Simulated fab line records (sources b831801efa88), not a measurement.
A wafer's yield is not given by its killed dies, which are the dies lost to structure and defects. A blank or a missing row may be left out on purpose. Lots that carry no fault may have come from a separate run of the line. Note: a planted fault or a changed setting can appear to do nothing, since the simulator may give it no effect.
What tool caused it? ; flow sfq_line ; Sampling: 15 lots, 45 wafers, 2 of 325 route steps

== WHAT THE GAUGES SHOWED, per wafer ==
SFQ_R5_THK_MEAS_934: measures by xrf.
lot;measured;on;R5_MONX_THK (nm)
L822;day 71 06:49;film_metro-02;40.3 39.8 40.0
L827;day 72 03:49;film_metro-02;39.7 39.8 39.8
L828;day 73 09:26;film_metro-02;40.5 40.4 40.0
L829;day 73 16:54;film_metro-01;39.8 40.1 40.2
L831;day 74 12:21;film_metro-01;40.7 40.8 40.4
L833;day 75 06:22;film_metro-01;39.8 40.3 40.5
L834;day 75 09:23;film_metro-01;40.4 40.2 40.3
L835;day 76 19:56;film_metro-01;40.7 40.4 40.7
L836;day 76 22:56;film_metro-04;39.9 39.9 40.4
L837;day 77 01:11;film_metro-02;40.1 40.3 39.9
L839;day 77 06:44;film_metro-02;39.2 39.5 39.7
L840;day 77 09:08;film_metro-02;39.7 39.9 39.8
L841;day 77 10:21;film_metro-01;38.8 39.3 39.4
L842;day 77 14:07;film_metro-01;40.3 40.6 40.0
L843;day 77 15:08;film_metro-02;39.3 39.7 39.4

== WHICH TOOL RAN EACH LOT (tool, then ch and the chambers of the sampled wafers, then the start) ==
lot;SFQ_TRILAYER_JJ_CE_METRO_MEASURE_117
L822;cd_sem-02, day 65 10:58
L827;cd_sem-02, day 66 13:49
L828;cd_sem-01, day 68 03:51
L829;cd_sem-02, day 68 09:51
L831;cd_sem-02, day 68 23:03
L833;cd_sem-02, day 69 10:50
L834;cd_sem-01, day 69 17:14
L835;cd_sem-02, day 71 17:05
L836;cd_sem-01, day 71 18:29
L837;cd_sem-02, day 71 19:53
L839;cd_sem-02, day 72 00:32
L840;cd_sem-01, day 72 01:41
L841;cd_sem-02, day 72 03:05
L842;cd_sem-01, day 72 05:17
L843;cd_sem-02, day 72 06:26
- SFQ_TRILAYER_JJ_CE_METRO_MEASURE_117

== WHAT THE TOOLS THEMSELVES READ (means of the sampled wafers that have a number; where no wafer has one, the mark that the record gives instead) ==
SFQ_TRILAYER_JJ_CE_METRO_MEASURE_117.
lot;tool;cd_nm (nm)
L822;cd_sem-02;702.6
L827;cd_sem-02;705.5
L828;cd_sem-01;704.2
L829;cd_sem-02;704.0
L831;cd_sem-02;704.0
L833;cd_sem-02;703.8
L834;cd_sem-01;703.6
L835;cd_sem-02;703.9
L836;cd_sem-01;702.7
L837;cd_sem-02;703.3
L839;cd_sem-02;703.1
L840;cd_sem-01;704.0
L841;cd_sem-02;705.5
L842;cd_sem-01;704.6
L843;cd_sem-02;703.4

== THE ANSWER, worked out from the rows above alone ==
Rule: the usual values come from the lots themselves. The widest of any qualifying gaps counts: lots, ordered by their means at a reading, are off when they make up no more than a third of the lots, leave a main group of 4 or more, and stand apart from it by 3 or more times the standard deviation of that group's means. A main group is skipped when, at the precision printed for the reading in the tables above, its means are all equal. Also off: a lot with no number at a reading for which 4 or more lots have one. All remaining lots with rows at the step are treated as sound. The gauges are gone through in route order, then the tools' own readings, and for those a lot's mean is taken as printed above. At the first step where some lot is off, the reading lying furthest off is the one used; lots without a number count as furthest.
Across all readings shown, no lot is off: no conclusion can be drawn from this.

== WHAT THE SIMULATOR HAD INSERTED ==
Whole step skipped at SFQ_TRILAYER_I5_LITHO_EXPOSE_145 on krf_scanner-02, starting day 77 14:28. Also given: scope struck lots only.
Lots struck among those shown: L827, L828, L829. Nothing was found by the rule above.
